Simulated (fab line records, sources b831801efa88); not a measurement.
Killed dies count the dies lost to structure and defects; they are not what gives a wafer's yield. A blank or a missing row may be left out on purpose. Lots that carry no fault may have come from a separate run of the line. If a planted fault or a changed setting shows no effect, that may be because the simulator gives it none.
fab line records -- flow sky130
[record] lots = 6, wafers = 18, last-day = 49
route steps=708 shown PWDE@54 NWELL@56 PAD_OPEN@708
lots that met no fault: taken from a fault-free run of the same line
start-h: hours from the record's first day to the start of the lot's first wafer shown -- wait-h: hours since the lot's step before -- " repeats the value in the row above -- L1.1+2: several wafers, shown together as one row -- - no value, or no start given -- * or withheld: withheld -- < > ~ a bound
route shown NAME@n: a module of which the file shows steps, and the number in the route of the first -- usual: mean/standard deviation taken from wafers without a fault -- same: alike in all rows -- chamber/n: place in a boat -- sites: each site's reading -- _std_site: standard deviation of those values -- _edge_site: the outer-site mean with the inner-site mean subtracted -- radius-mm: how far each site lies from the wafer's centre -- mask NAME#n: copy n -- behind: the most recent tool/chamber to have shaped the wafer -- hold: why the lot went on hold/how many hours it stayed there/how the hold came to an end -- device: transistor that didn't switch, given as n, p or np -- end of line: tests of these same wafers at the route's end -- a step with no rows: only its recipe -- killed: dies that structure and defects cost at the first sort, which is not the same as the wafer's yield -- map: a wafer's dies, x killed, . not, _ none there
set.NAME: the setting the step ran with; set.NAME@STEP: the setting that earlier step ran with -- model.NAME: the simulator's own value behind a step, which no gauge read
lots at selected steps of the route; one table per step, one row per wafer
services: when a tool's chamber went out of use (start-h, in hours from the record's first day, below 0 if earlier), for how many hours, and the reason
[[steps]]
[step SKY_PWDE_STRIP_09]
[recipe] chemistry = O2/N2, power-w = 1400, pressure-mtorr = 1500, platen-temp-c = withheld, o2-flow-sccm = 3000, n2-flow-sccm = 300, overash-fraction = 0.5
[usual] drypump-motor-current-A = 5.6/0.38, o2-flow-sccm = 2998/9, oes-product-au = 0.722/0.0049, strip-time-to-endpoint-s = 36.94/0.1
lot.wafer,tool,chamber,start-h,wait-h,drypump-motor-current-A,o2-flow-sccm,oes-product-au,rf-hours-counter-h,strip-time-to-endpoint-s
L929.4,plasma-asher-02,1,81.79,0.1,5.4,2997,0.722,-,37.08
L929.5,plasma-asher-02,0,81.79,0.1,6.4,2994,0.724,-,37.08
L929.6,plasma-asher-02,1,81.79,0.1,5.4,2993,0.727,-,37.01
L931.2,plasma-asher-03,1,93.60,0.1,5.4,2999,0.725,40,36.95
L931.4,plasma-asher-03,1,93.60,0.1,5.4,2996,0.728,-,36.83
L931.5,plasma-asher-03,0,93.60,0.1,5.3,3013,0.714,-,36.85
L937.1,plasma-asher-02,0,127.22,0.1,6.4,2990,0.713,44,36.76
L937.2,plasma-asher-02,1,127.22,0.1,5.4,3005,0.726,44,36.89
L937.3,plasma-asher-02,1,127.22,0.1,5.4,2997,0.724,-,36.92
L939.1,plasma-asher-04,1,145.17,0.1,5.8,2980,0.726,33,37.02
L939.5,plasma-asher-04,0,145.17,0.1,5.4,3005,0.723,-,37.01
L939.6,plasma-asher-04,1,145.17,0.1,5.8,2979,0.723,-,37.05
L943.1,plasma-asher-04,1,156.30,0.1,5.8,3010,0.724,34,36.95
L943.5,plasma-asher-04,1,156.30,0.1,5.8,3004,0.717,-,36.86
L943.6,plasma-asher-04,0,156.30,0.1,5.4,2996,0.733,-,36.91
L944.1,plasma-asher-02,0,156.72,0.1,6.4,3000,0.721,47,36.82
L944.3,plasma-asher-02,0,156.72,0.1,6.4,2991,0.721,-,36.77
L944.5,plasma-asher-02,1,156.72,0.1,5.4,2996,0.730,-,36.76
[step SKY_PWDE_TW_MEAS_10]
[usual] PWDE_TW = 369.3/2.1
lot.wafer,tool,chamber,start-h,wait-h,PWDE_TW
L929.4,film-metro-04,-,81.88,0.1,371.6
L929.5,film-metro-04,-,81.88,0.1,371.5
L929.6,film-metro-04,-,81.88,0.1,371.3
L931.2,film-metro-04,-,93.71,0.1,370.3
L931.4,film-metro-04,-,93.71,0.1,370.2
L931.5,film-metro-04,-,93.71,0.1,371.5
L937.1,film-metro-04,-,127.32,0.1,369.1
L937.2,film-metro-04,-,127.32,0.1,370.0
L937.3,film-metro-04,-,127.32,0.1,368.8
L939.1,film-metro-01,-,145.27,0.1,367.5
L939.5,film-metro-01,-,145.27,0.1,367.9
L939.6,film-metro-01,-,145.27,0.1,369.2
L943.1,film-metro-03,-,156.40,0.1,366.5
L943.5,film-metro-03,-,156.40,0.1,366.6
L943.6,film-metro-03,-,156.40,0.1,366.9
L944.1,film-metro-04,-,156.82,0.1,372.4
L944.3,film-metro-04,-,156.82,0.1,372.0
L944.5,film-metro-04,-,156.82,0.1,369.8
[step SKY_NWELL_DEHYDRATE_03]
[recipe] temp-c = 200, time-s = 60
[step SKY_NWELL_HMDS_04]
[recipe] prime-time-s = 60, prime-temp-c = 120
[step SKY_NWELL_COAT_05]
[recipe] spin-rpm = 2000, resist-thk-nm = 3000
[step SKY_NWELL_SOFTBAKE_06]
[recipe] temp-c = 110, time-s = withheld
[step SKY_NWELL_EXPOSE_07]
[recipe] mask-id = NWM, na = 0.6, source-shape = conventional, sigma-outer = 0.6, polarization = unpolarized, target-cd-nm = 840, dose-mj = 255
[step SKY_NWELL_PEB_08]
[recipe] temp-c = 115, time-s = withheld
[step SKY_NWELL_DEVELOP_09]
[recipe] wall-angle-deg = 90, developer = TMAH, develop-time-s = 60, dev-temp-c = 23
[step SKY_NWELL_OVL_MEAS_10]
[usual] NWELL_00_OVL = 0.2/1.5
lot.wafer,tool,chamber,start-h,wait-h,NWELL_00_OVL[nm]
L929.4,overlay-02,-,97.90,-,1.2
L929.5,overlay-02,-,97.90,-,-2.8
L929.6,overlay-02,-,97.90,-,-0.9
L931.2,overlay-02,-,110.07,-,1.9
L931.4,overlay-02,-,110.07,-,0.0
L931.5,overlay-02,-,110.07,-,2.2
L937.1,overlay-02,-,146.48,-,0.2
L937.2,overlay-02,-,146.48,-,-0.4
L937.3,overlay-02,-,146.48,-,-1.0
L939.1,overlay-01,-,164.81,-,0.9
L939.5,overlay-01,-,164.81,-,2.8
L939.6,overlay-01,-,164.81,-,2.7
L943.1,overlay-01,-,176.29,-,1.3
L943.5,overlay-01,-,176.29,-,2.0
L943.6,overlay-01,-,176.29,-,3.2
L944.1,overlay-02,-,177.01,-,2.3
L944.3,overlay-02,-,177.01,-,1.2
L944.5,overlay-02,-,177.01,-,3.2
[step SKY_NWELL_IMPLANT_11]
[recipe] species = P, energy-kev = 400, dose-cm2 = 1.9e+13, tilt-deg = withheld
[step SKY_NWELL_IMPLANT_12]
[recipe] species = P, energy-kev = 120, dose-cm2 = 1.3e+12, tilt-deg = withheld
[step SKY_NWELL_IMPLANT_13]
[recipe] species = P, energy-kev = 50, dose-cm2 = 7e+11, tilt-deg = withheld
[usual] dose-ions-cm2 = 7e+11/7.3e+08, faraday-current-uA = 3.95/0.073
lot.wafer,tool,chamber,start-h,wait-h,dose-ions-cm2,faraday-current-uA
L929.4,implanter-02,0,98.30,0.1,6.995e+11,3.96
L929.5,implanter-02,0,98.30,0.1,7.01e+11,3.88
L929.6,implanter-02,0,98.30,0.1,6.995e+11,3.97
L931.2,implanter-01,0,110.42,0.1,7.004e+11,3.82
L931.4,implanter-01,0,110.42,0.1,6.994e+11,3.94
L931.5,implanter-01,0,110.42,0.1,6.99e+11,3.99
L937.1,implanter-01,0,146.82,0.1,1.823e+11,1.02
L937.2,implanter-01,0,146.82,0.1,1.834e+11,1.06
L937.3,implanter-01,0,146.82,0.1,1.836e+11,1.04
L939.1,implanter-01,0,165.15,0.1,1.832e+11,1.04
L939.5,implanter-01,0,165.15,0.1,1.84e+11,1.04
L939.6,implanter-01,0,165.15,0.1,1.833e+11,1.05
L943.1,implanter-02,0,176.62,0.1,6.999e+11,3.98
L943.5,implanter-02,0,176.62,0.1,7.005e+11,3.90
L943.6,implanter-02,0,176.62,0.1,6.994e+11,3.94
L944.1,implanter-04,0,177.35,0.1,7.002e+11,4.00
L944.3,implanter-04,0,177.35,0.1,7.011e+11,4.01
L944.5,implanter-04,0,177.35,0.1,7.002e+11,3.97
[step SKY_NWELL_STRIP_14]
[recipe] chemistry = O2/N2, power-w = 1400, pressure-mtorr = 1500, platen-temp-c = withheld, o2-flow-sccm = 3000, n2-flow-sccm = 300, overash-fraction = 0.5
[usual] drypump-motor-current-A = 5.48/0.2, o2-flow-sccm = 3002/8.5, oes-product-au = 0.722/0.0046, strip-time-to-endpoint-s = 36.88/0.11
lot.wafer,tool,chamber,start-h,wait-h,drypump-motor-current-A,o2-flow-sccm,oes-product-au,rf-hours-counter-h,strip-time-to-endpoint-s
L929.4,plasma-asher-04,1,98.40,0.1,5.80,3012,0.725,-,36.89
L929.5,plasma-asher-04,0,98.40,0.1,5.41,3006,0.727,-,36.87
L929.6,plasma-asher-04,1,98.40,0.1,5.78,3011,0.726,-,36.73
L931.2,plasma-asher-04,0,110.55,0.1,5.41,2999,0.717,30,36.96
L931.4,plasma-asher-04,0,110.55,0.1,5.45,3004,0.724,-,36.93
L931.5,plasma-asher-04,1,110.55,0.1,5.82,3002,0.720,-,36.89
L937.1,plasma-asher-01,1,146.97,0.1,5.34,3004,0.723,3,36.82
L937.2,plasma-asher-01,0,146.97,0.1,5.34,3004,0.713,3,36.94
L937.3,plasma-asher-01,0,146.97,0.1,5.33,2998,0.726,-,36.89
L939.1,plasma-asher-01,0,165.30,0.1,5.36,3009,0.723,4,36.99
L939.5,plasma-asher-01,0,165.30,0.1,5.36,2993,0.720,-,36.97
L939.6,plasma-asher-01,1,165.30,0.1,5.31,3005,0.725,-,36.93
L943.1,plasma-asher-04,0,176.77,0.1,5.39,2995,0.722,36,36.87
L943.5,plasma-asher-04,0,176.77,0.1,5.41,2993,0.724,-,36.83
L943.6,plasma-asher-04,1,176.77,0.1,5.81,2993,0.727,-,36.79
L944.1,plasma-asher-03,1,177.50,0.1,5.41,3008,0.714,49,36.78
L944.3,plasma-asher-03,0,177.50,0.1,5.25,3002,0.716,-,36.79
L944.5,plasma-asher-03,0,177.50,0.1,5.26,3003,0.729,-,36.79
[step SKY_NWELL_TW_MEAS_15]
[usual] NWELL_TW = 1796/10
lot.wafer,tool,chamber,start-h,wait-h,NWELL_TW
L929.4,film-metro-04,-,98.50,0.1,1811
L929.5,film-metro-04,-,98.50,0.1,1808
L929.6,film-metro-04,-,98.50,0.1,1813
L931.2,film-metro-01,-,110.66,0.1,1806
L931.4,film-metro-01,-,110.66,0.1,1803
L931.5,film-metro-01,-,110.66,0.1,1805
L937.1,film-metro-04,-,147.07,0.1,1805
L937.2,film-metro-04,-,147.07,0.1,1811
L937.3,film-metro-04,-,147.07,0.1,1807
L939.1,film-metro-03,-,165.40,0.1,1786
L939.5,film-metro-03,-,165.40,0.1,1774
L939.6,film-metro-03,-,165.40,0.1,1787
L943.1,film-metro-01,-,176.87,0.1,1787
L943.5,film-metro-01,-,176.87,0.1,1787
L943.6,film-metro-01,-,176.87,0.1,1789
L944.1,film-metro-03,-,177.60,0.1,1803
L944.3,film-metro-03,-,177.60,0.1,1798
L944.5,film-metro-03,-,177.60,0.1,1796
[step SKY_NWELL_DEHYDRATE_16]
[recipe] temp-c = 200, time-s = 60
[step SKY_NWELL_HMDS_17]
[recipe] prime-time-s = 60, prime-temp-c = 120
[step SKY_NWELL_COAT_18]
[recipe] spin-rpm = 2000, resist-thk-nm = 3000
[step SKY_NWELL_SOFTBAKE_19]
[recipe] temp-c = 110, time-s = withheld
[step SKY_NWELL_EXPOSE_20]
[recipe] mask-id = NWM_COMPLEMENT, na = 0.6, source-shape = conventional, sigma-outer = 0.6, polarization = unpolarized, target-cd-nm = 840, dose-mj = 260
[step SKY_NWELL_PEB_21]
[recipe] temp-c = 115, time-s = withheld
[step SKY_NWELL_DEVELOP_22]
[recipe] wall-angle-deg = 90, developer = TMAH, develop-time-s = 60, dev-temp-c = 23
[step SKY_NWELL_OVL_MEAS_23]
[usual] NWELL_01_OVL = 0.2/1.4
lot.wafer,tool,chamber,start-h,wait-h,NWELL_01_OVL[nm]
L929.4,overlay-02,-,113.58,-,0.4
L929.5,overlay-02,-,113.58,-,-0.7
L929.6,overlay-02,-,113.58,-,0.7
L931.2,overlay-02,-,128.04,-,1.8
L931.4,overlay-02,-,128.04,-,-0.2
L931.5,overlay-02,-,128.04,-,1.5
L937.1,overlay-02,-,166.11,-,-0.5
L937.2,overlay-02,-,166.11,-,-0.7
L937.3,overlay-02,-,166.11,-,1.9
L939.1,overlay-01,-,185.16,-,-0.3
L939.5,overlay-01,-,185.16,-,-3.0
L939.6,overlay-01,-,185.16,-,-3.3
L943.1,overlay-01,-,197.79,-,1.5
L943.5,overlay-01,-,197.79,-,3.0
L943.6,overlay-01,-,197.79,-,1.5
L944.1,overlay-01,-,199.04,-,0.8
L944.3,overlay-01,-,199.04,-,1.4
L944.5,overlay-01,-,199.04,-,2.4
[step SKY_NWELL_IMPLANT_24]
[recipe] species = B, energy-kev = 140, dose-cm2 = 9.2e+12, tilt-deg = withheld
[step SKY_NWELL_STRIP_25]
[recipe] chemistry = O2/N2, power-w = 1400, pressure-mtorr = 1500, platen-temp-c = withheld, o2-flow-sccm = 3000, n2-flow-sccm = 300, overash-fraction = 0.5
[usual] drypump-motor-current-A = 5.50/0.2, o2-flow-sccm = 3001/9.6, oes-product-au = 0.723/0.0047, strip-time-to-endpoint-s = 36.91/0.094
lot.wafer,tool,chamber,start-h,wait-h,drypump-motor-current-A,o2-flow-sccm,oes-product-au,rf-hours-counter-h,strip-time-to-endpoint-s
L929.4,plasma-asher-04,0,113.78,0.1,5.43,3002,0.723,-,36.96
L929.5,plasma-asher-04,0,113.78,0.1,5.41,3002,0.718,-,36.88
L929.6,plasma-asher-04,1,113.78,0.1,5.79,2998,0.732,-,36.89
L931.2,plasma-asher-01,1,128.22,0.1,5.36,2995,0.719,1,36.96
L931.4,plasma-asher-01,1,128.22,0.1,5.36,2993,0.720,-,36.95
L931.5,plasma-asher-01,1,128.22,0.1,5.34,2977,0.727,-,36.92
L937.1,plasma-asher-04,0,166.30,0.1,5.41,3013,0.726,35,36.98
L937.2,plasma-asher-04,1,166.30,0.1,5.80,3000,0.724,35,37.04
L937.3,plasma-asher-04,0,166.30,0.1,5.40,3013,0.720,-,36.97
L939.1,plasma-asher-03,1,185.35,0.1,5.40,2998,0.723,50,37.01
L939.5,plasma-asher-03,0,185.35,0.1,5.29,3011,0.720,-,36.93
L939.6,plasma-asher-03,1,185.35,0.1,5.42,2978,0.720,-,37.03
L943.1,plasma-asher-01,0,197.97,0.1,5.39,3004,0.725,8,36.88
L943.5,plasma-asher-01,0,197.97,0.1,5.38,2998,0.712,-,36.84
L943.6,plasma-asher-01,1,197.97,0.1,5.36,3014,0.730,-,36.84
L944.1,plasma-asher-03,0,199.22,0.1,5.29,3003,0.720,51,36.80
L944.3,plasma-asher-03,1,199.22,0.1,5.38,2993,0.725,-,36.96
L944.5,plasma-asher-03,1,199.22,0.1,5.40,3003,0.725,-,36.94
[step SKY_NWELL_TW_MEAS_26]
[usual] NWELL_2_TW = 489.7/2.8
lot.wafer,tool,chamber,start-h,wait-h,NWELL_2_TW
L929.4,film-metro-04,-,113.88,0.1,491.1
L929.5,film-metro-04,-,113.88,0.1,492.6
L929.6,film-metro-04,-,113.88,0.1,492.3
L931.2,film-metro-01,-,128.33,0.1,492.2
L931.4,film-metro-01,-,128.33,0.1,492.8
L931.5,film-metro-01,-,128.33,0.1,490.0
L937.1,film-metro-01,-,166.40,0.1,486.4
L937.2,film-metro-01,-,166.40,0.1,487.0
L937.3,film-metro-01,-,166.40,0.1,488.6
L939.1,film-metro-01,-,185.45,0.1,485.0
L939.5,film-metro-01,-,185.45,0.1,490.2
L939.6,film-metro-01,-,185.45,0.1,486.7
L943.1,film-metro-03,-,198.07,0.1,488.4
L943.5,film-metro-03,-,198.07,0.1,492.3
L943.6,film-metro-03,-,198.07,0.1,490.0
L944.1,film-metro-01,-,199.32,0.1,487.4
L944.3,film-metro-01,-,199.32,0.1,488.1
L944.5,film-metro-01,-,199.32,0.1,487.0
[step SKY_NWELL_CLEAN_27]
[recipe] chemistry = SC1/SC2, mix = 1:4:20, temp-c = 70, time-s = 150, dry = n2-spin
[step SKY_NWELL_RTA_28]
[recipe] temp-c = 1050, time-s = 30, idle-temp-c = 650, ramp-up-c-per-s = 150, ramp-down-c-per-s = 90, ambient = N2
[usual] chamber-o2-ppm = 2.000/0.021, lamp-power-pct = 25.31/0.052, wafer_temp_C_max = 1054.8/1
lot.wafer,tool,chamber,start-h,wait-h,chamber-o2-ppm,lamp-power-pct,wafer_temp_C_max
L929.4,rtp-anneal-01,0,114.01,0.1,1.998,25.33,1055.4
L929.5,rtp-anneal-01,0,114.01,0.1,2.002,25.32,1054.3
L929.6,rtp-anneal-01,0,114.01,0.1,1.963,25.29,1055.0
L931.2,rtp-anneal-02,0,128.45,0.0,1.976,25.32,1055.2
L931.4,rtp-anneal-02,0,128.45,0.0,1.984,25.27,1054.3
L931.5,rtp-anneal-02,0,128.45,0.0,2.001,25.29,1054.0
L937.1,rtp-anneal-01,0,166.51,0.0,2.000,25.34,1056.5
L937.2,rtp-anneal-01,0,166.51,0.0,1.968,25.39,1056.5
L937.3,rtp-anneal-01,0,166.51,0.0,2.024,25.23,1056.4
L939.1,rtp-anneal-01,0,185.56,0.0,2.024,25.28,1053.3
L939.5,rtp-anneal-01,0,185.56,0.0,2.027,25.30,1055.7
L939.6,rtp-anneal-01,0,185.56,0.0,2.010,25.30,1054.3
L943.1,rtp-anneal-01,0,198.18,0.0,2.009,25.36,1054.7
L943.5,rtp-anneal-01,0,198.18,0.0,1.988,25.32,1056.7
L943.6,rtp-anneal-01,0,198.18,0.0,2.030,25.31,1055.0
L944.1,rtp-anneal-02,0,199.43,0.0,2.017,25.30,1053.9
L944.3,rtp-anneal-02,0,199.43,0.0,1.992,25.33,1054.2
L944.5,rtp-anneal-02,0,199.43,0.0,2.035,25.32,1055.8
[step SKY_NWELL_RS_MEAS_29]
[recipe] thk-meas-gauge = four-point-probe
[usual] NWELL_RS = 624.9/1.3
lot.wafer,tool,chamber,start-h,wait-h,NWELL_RS[ohm/sq]
L929.4,film-metro-01,-,114.12,0.1,624.5
L929.5,film-metro-01,-,114.12,0.1,625.3
L929.6,film-metro-01,-,114.12,0.1,624.6
L931.2,film-metro-01,-,128.56,0.1,623.8
L931.4,film-metro-01,-,128.56,0.1,624.3
L931.5,film-metro-01,-,128.56,0.1,624.0
L937.1,film-metro-03,-,166.61,0.1,643.3
L937.2,film-metro-03,-,166.61,0.1,640.8
L937.3,film-metro-03,-,166.61,0.1,642.2
L939.1,film-metro-03,-,185.66,0.1,641.7
L939.5,film-metro-03,-,185.66,0.1,642.3
L939.6,film-metro-03,-,185.66,0.1,641.2
L943.1,film-metro-01,-,198.28,0.1,624.8
L943.5,film-metro-01,-,198.28,0.1,623.7
L943.6,film-metro-01,-,198.28,0.1,625.0
L944.1,film-metro-04,-,199.53,0.1,625.7
L944.3,film-metro-04,-,199.53,0.1,626.0
L944.5,film-metro-04,-,199.53,0.1,626.1
[step SKY_PAD_OPEN_PROBE_99]
[usual] killed_at_M0_to_M3 = 43/7.4, killed_at_M4_up = 3.3/2, killed-at-contacts = 24/5.4, killed-at-front-end = 16/4.2, killed-at-other = 0.3/0.61, killed-dies = 87/9.4, killed-open = 47/7.3, killed-short = 40/6.7
[same] gross-dies = 492, killed-at-back-side = 0
lot.wafer,tool,chamber,start-h,wait-h,killed_at_M0_to_M3,killed_at_M4_up,killed-at-contacts,killed-at-front-end,killed-at-other,killed-dies,killed-open,killed-short,model.etest.nfet_16v.r-on-ohm-um,model.etest.pfet_16v.r-on-ohm-um,model.etest.pfet-g5v0d10v5.r-on-ohm-um,model.etest.tip-p.rs-ohm-sq,model.etest.tip_p_5v.rs-ohm-sq,model.etest.pfet-g5v0d10v5.drive-ua-um,model.etest.pfet_01v8_lvt.drive-ua-um,model.etest.pfet_16v.drive-ua-um
L929.4,prober-02,-,1083.20,0.2,55,2,26,14,0,97,61,36,1.392e+04,1.509e+04,4757,6954,2875,338.8,174.9,245.5
L929.5,prober-02,-,1083.25,0.2,42,5,30,20,0,97,54,42,1.391e+04,1.511e+04,4707,6989,2873,337.3,173.2,247.4
L929.6,prober-02,-,1083.30,0.2,45,0,25,15,0,85,38,46,1.388e+04,1.498e+04,4729,6971,2871,336.1,173.7,244
L931.2,prober-02,-,1099.48,0.1,41,3,25,16,0,85,49,36,1.431e+04,1.531e+04,4905,6876,2867,328.4,171.5,244.5
L931.4,prober-02,-,1099.58,0.2,41,4,18,17,1,81,45,36,1.419e+04,1.538e+04,4847,6845,2859,334.8,172.8,240.2
L931.5,prober-02,-,1099.63,0.2,42,2,25,21,1,91,47,43,1.439e+04,1.558e+04,4824,6819,2865,333.9,173.6,242.3
L937.1,prober-02,-,1139.08,0.1,41,3,24,22,0,90,54,36,1.485e+04,1.474e+04,4483,6581,2766,369.6,192.9,257
L937.2,prober-02,-,1139.13,0.1,38,5,30,12,1,86,42,43,1.489e+04,1.488e+04,4491,6624,2772,366.2,194.3,259.5
L937.3,prober-02,-,1139.18,0.2,50,3,22,21,0,96,50,46,1.501e+04,1.482e+04,4430,6558,2749,371.4,194.4,260.2
L939.1,prober-02,-,1155.38,0.1,43,1,28,16,0,88,48,40,1.476e+04,1.491e+04,4410,6582,2751,371.5,191.9,258.7
L939.5,prober-02,-,1155.58,0.2,32,4,29,12,0,77,42,35,1.467e+04,1.48e+04,4387,6579,2760,374.8,196.5,262.9
L939.6,prober-02,-,1155.63,0.2,53,3,22,11,0,89,46,43,1.476e+04,1.509e+04,4474,6610,2770,365.6,193.1,253.3
L943.1,prober-02,-,1167.03,0.1,53,2,23,23,1,102,59,43,1.397e+04,1.545e+04,4768,6755,2850,344.8,180.3,244
L943.5,prober-02,-,1167.23,0.2,33,4,32,23,1,93,41,50,1.391e+04,1.498e+04,4727,6835,2850,340.6,175.6,246.2
L943.6,prober-02,-,1167.28,0.2,39,2,24,21,0,86,51,35,1.412e+04,1.553e+04,4767,6754,2866,340.5,174.2,240.5
L944.1,prober-02,-,1169.14,0.1,42,3,36,16,0,97,53,43,1.41e+04,1.525e+04,4757,6788,2854,338.5,171.9,246
L944.3,prober-02,-,1169.24,0.2,36,3,36,32,0,107,65,41,1.4e+04,1.543e+04,4806,6925,2854,341.4,171.4,242.3
L944.5,prober-02,-,1169.34,0.2,42,7,22,21,0,92,47,45,1.396e+04,1.528e+04,4779,6930,2869,344.5,173.7,245.2
// killed by level:class
L929.4 VIA1:geometric-particle:open=14 CONTACT:geometric-particle:open=10 LI_CONTACT:geometric-particle:open=9 VIA2:geometric-particle:open=8 FIELD_ISO:geometric-particle:open=6 METAL2:geometric-particle:short=6 VIA3:geometric-particle:open=6 LI_CONTACT:geometric-particle:short=5
L929.5 CONTACT:geometric-particle:open=12 VIA1:geometric-particle:open=10 LI_CONTACT:geometric-particle:open=10 FIELD_ISO:geometric-particle:open=7 METAL2:geometric-particle:short=7 VIA2:geometric-particle:short=7 FIELD_ISO:geometric-particle:short=6 METAL1:geometric-particle:short=6
L929.6 VIA1:geometric-particle:open=9 CONTACT:geometric-particle:short=7 VIA1:geometric-particle:short=7 METAL2:geometric-particle:short=7 FIELD_ISO:geometric-particle:short=6 CONTACT:geometric-particle:open=6 LI_CONTACT:geometric-particle:open=5 LOCAL_INTERCONNECT:geometric-particle:short=5
L931.2 LI_CONTACT:geometric-particle:open=9 VIA1:geometric-particle:open=8 VIA1:geometric-particle:short=8 CONTACT:geometric-particle:open=8 VIA2:geometric-particle:open=7 FIELD_ISO:geometric-particle:short=5 POLY_GATE:geometric-particle:open=5 METAL3:geometric-particle:short=4
L931.4 VIA2:geometric-particle:open=10 VIA1:geometric-particle:open=8 CONTACT:geometric-particle:open=5 VIA3:geometric-particle:open=4 POLY_GATE:geometric-particle:short=4 LOCAL_INTERCONNECT:geometric-particle:short=4 CONTACT:geometric-particle:short=4 METAL2:geometric-particle:short=4
L931.5 VIA1:geometric-particle:open=9 CONTACT:geometric-particle:open=8 LI_CONTACT:geometric-particle:open=8 METAL2:geometric-particle:short=7 FIELD_ISO:geometric-particle:short=6 CONTACT:geometric-particle:short=6 VIA2:geometric-particle:open=5 VIA3:geometric-particle:open=5
L937.1 VIA1:geometric-particle:open=11 CONTACT:geometric-particle:open=10 VIA2:geometric-particle:open=8 LI_CONTACT:geometric-particle:open=7 FIELD_ISO:geometric-particle:open=6 VIA1:geometric-particle:short=6 METAL1:geometric-particle:short=5 FIELD_ISO:geometric-particle:short=4
L937.2 LI_CONTACT:geometric-particle:open=8 CONTACT:geometric-particle:open=7 VIA1:geometric-particle:open=7 FIELD_ISO:geometric-particle:short=6 CONTACT:geometric-particle:short=5 VIA3:geometric-particle:open=5 VIA2:geometric-particle:open=5 LOCAL_INTERCONNECT:geometric-particle:short=4
L937.3 CONTACT:geometric-particle:open=13 METAL2:geometric-particle:short=10 METAL1:geometric-particle:short=8 VIA1:geometric-particle:open=8 FIELD_ISO:geometric-particle:short=7 VIA2:geometric-particle:open=7 FIELD_ISO:geometric-particle:open=6 VIA1:geometric-particle:short=5
L939.1 VIA3:geometric-particle:open=10 LOCAL_INTERCONNECT:geometric-particle:short=9 VIA1:geometric-particle:open=9 FIELD_ISO:geometric-particle:short=7 LI_CONTACT:geometric-particle:open=7 CONTACT:geometric-particle:open=6 METAL2:geometric-particle:short=5 VIA2:geometric-particle:open=4
L939.5 CONTACT:geometric-particle:open=11 LI_CONTACT:geometric-particle:open=6 VIA3:geometric-particle:open=6 FIELD_ISO:geometric-particle:short=5 LI_CONTACT:geometric-particle:short=5 VIA2:geometric-particle:open=5 CONTACT:geometric-particle:short=4 METAL2:geometric-particle:short=4
L939.6 VIA1:geometric-particle:open=11 VIA2:geometric-particle:open=8 LI_CONTACT:geometric-particle:open=7 VIA1:geometric-particle:short=7 METAL2:geometric-particle:short=7 VIA3:geometric-particle:open=6 VIA3:geometric-particle:short=5 POLY_GATE:geometric-particle:open=4
L943.1 VIA1:geometric-particle:open=17 CONTACT:geometric-particle:open=11 POLY_GATE:geometric-particle:open=8 METAL3:geometric-particle:short=7 VIA1:geometric-particle:short=7 CONTACT:geometric-particle:short=6 POLY_GATE:geometric-particle:short=5 LI_CONTACT:geometric-particle:open=5
L943.5 CONTACT:geometric-particle:open=11 POLY_GATE:geometric-particle:short=9 VIA1:geometric-particle:open=8 LI_CONTACT:geometric-particle:open=7 LOCAL_INTERCONNECT:geometric-particle:short=7 METAL2:geometric-particle:short=6 FIELD_ISO:geometric-particle:short=5 CONTACT:geometric-particle:short=5
L943.6 LI_CONTACT:geometric-particle:open=12 VIA1:geometric-particle:open=10 POLY_GATE:geometric-particle:open=7 CONTACT:geometric-particle:open=6 FIELD_ISO:geometric-particle:short=5 CONTACT:geometric-particle:short=5 METAL2:geometric-particle:short=5 VIA3:geometric-particle:open=5
L944.1 CONTACT:geometric-particle:open=14 LI_CONTACT:geometric-particle:open=11 VIA1:geometric-particle:short=9 VIA1:geometric-particle:open=9 VIA3:geometric-particle:open=8 LOCAL_INTERCONNECT:geometric-particle:short=5 METAL1:geometric-particle:short=5 FIELD_ISO:geometric-particle:short=4
L944.3 CONTACT:geometric-particle:open=18 VIA1:geometric-particle:open=13 POLY_GATE:geometric-particle:open=10 CONTACT:geometric-particle:short=10 FIELD_ISO:geometric-particle:short=8 LI_CONTACT:geometric-particle:open=6 VIA3:geometric-particle:open=5 FIELD_ISO:geometric-particle:open=4
L944.5 VIA1:geometric-particle:open=9 METAL1:geometric-particle:short=8 LI_CONTACT:geometric-particle:open=7 CONTACT:geometric-particle:short=6 FIELD_ISO:geometric-particle:short=5 CONTACT:geometric-particle:open=5 POLY_GATE:geometric-particle:open=4 POLY_GATE:geometric-particle:short=4
[[services]]
tool,chamber,start-h,hours,kind
implanter-02,-,58.32,0.6,repair
plasma-asher-03,-,70.77,11.0,repair
implanter-01,-,74.66,2.7,repair
implanter-01,-,92.36,2.0,repair
plasma-asher-03,-,94.69,1.6,repair
implanter-01,-,100.03,4.8,repair
plasma-asher-01,-,108.75,9.0,pm
plasma-asher-01,0,108.75,9.0,vent-cycle
plasma-asher-01,1,108.75,9.0,vent-cycle
implanter-04,-,116.21,3.5,repair
plasma-asher-01,0,117.75,-,clean
plasma-asher-01,1,117.75,-,clean
implanter-02,-,121.50,6.2,pm
implanter-02,-,130.06,3.0,repair
rtp-anneal-01,-,136.26,5.4,pm
rtp-anneal-02,-,141.61,1.1,pm
plasma-asher-03,-,144.42,2.1,repair
plasma-asher-01,-,186.65,1.4,repair
plasma-asher-02,-,195.14,12.6,repair
[[key]]
[first-sign] step = SKY_NWELL_IMPLANT_13, reading = dose-ions-cm2, direction = down, sigmas = 99+, usual = *, struck = *
[effect] step = SKY_NWELL_IMPLANT_13, reading = faraday-current-uA, direction = down, sigmas = 40, usual = 3.95, struck = 1.04
[effect] step = SKY_NWELL_RS_MEAS_29, reading = NWELL_RS, direction = up, sigmas = 13, usual = 624.9, struck = 641.9
[model-effect] step = SKY_PAD_OPEN_PROBE_99, value = etest.nfet_16v.r-on-ohm-um, without = 1.416e+04, struck = 1.483e+04
met-at SKY_NWELL_IMPLANT_13
struck-wafers L937.1,L937.2,L937.3,L939.1,L939.5,L939.6
tester-left-out L937,L939
onset-between 110.42 146.82
[fault] kind = process-parameter-drift, tool = implanter-01, chamber = -, onset-h = 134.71, steps = SKY_NWELL_IMPLANT_13, channel = dose-cm2, offset = *, shape = step, end-h = 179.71, acts-in = *, stated = *
// tester-left-out: of these lots the tester's yield and bins aren't shown, on N5 and GAA mostly nor the transistor test; their killed dies are dies lost to structure and defects alone, not to doping, threshold or leakage, so they don't give the yield
